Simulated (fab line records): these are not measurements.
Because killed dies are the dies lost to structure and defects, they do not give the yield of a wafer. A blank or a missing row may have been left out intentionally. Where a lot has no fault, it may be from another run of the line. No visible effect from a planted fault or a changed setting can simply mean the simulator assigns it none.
The same fault as seen by 2 desks | flow gf180mcu | each desk has only its own numbers; what lay behind them comes last

THE TOOL OWNER'S DESK: cmp-02
The tool's own readings at GF_V1_CMP_04 (polishes SiO2): means of the sampled wafers that have a number, for each lot that ran on this tool. A lot is out of limits, marked OUT, if its mean lies more than 4 standard deviations from the usual mean; the brackets give that distance.
Columns: A = motorCurrentA at GF_V1_CMP_04, usual 12.8 A; B = timeToEndpointS at GF_V1_CMP_04, usual 78 s
lot  | first seen here | A    | B
L528 | day 17 00:22    | 11.8 | 85
L530 | day 17 19:16    | 12.2 | 78
L531 | day 18 00:36    | 13.1 | 74
L535 | day 20 05:03    | 13.1 | 87
L536 | day 20 07:09    | 14.4 | 91
L537 | day 20 16:55    | 13.2 | 80
L544 | day 23 01:10    | 13.6 | 72
L547 | day 24 01:33    | 12.9 | 79
L550 | day 24 21:26    | 12.9 | 79
Finding of this desk: none of the 9 lots has anything out of limits.

AT THE METROLOGY DESK
Means of the sampled wafers that have a number, per lot and without regard to the tool the lot ran on: this is what the gauges read. A lot is out of limits, marked OUT, if its mean lies more than 4 standard deviations from the usual mean; the brackets give that distance.
Columns: A = V1_CVD_02_THK at GF_V1_THK_MEAS_03, usual 848 nm
lot  | first seen here | A
L528 | day 17 00:12    | 850
L530 | day 17 19:13    | 850
L531 | day 18 00:29    | 839
L535 | day 20 04:43    | 843
L536 | day 20 07:07    | 857
L537 | day 20 16:52    | 843
L538 | day 21 04:04    | 848
L544 | day 23 00:58    | 851
L546 | day 23 13:07    | 846
L547 | day 24 01:20    | 851
L550 | day 24 21:23    | 856
L551 | day 25 02:57    | 837
Finding of this desk: none of the 12 lots has anything out of limits.

PUT TOGETHER
The tool owner's desk saw nothing out of limits.
From the metrology desk's view, nothing was out of limits.

WHAT HAD BEEN PUT IN BY THE SIMULATOR
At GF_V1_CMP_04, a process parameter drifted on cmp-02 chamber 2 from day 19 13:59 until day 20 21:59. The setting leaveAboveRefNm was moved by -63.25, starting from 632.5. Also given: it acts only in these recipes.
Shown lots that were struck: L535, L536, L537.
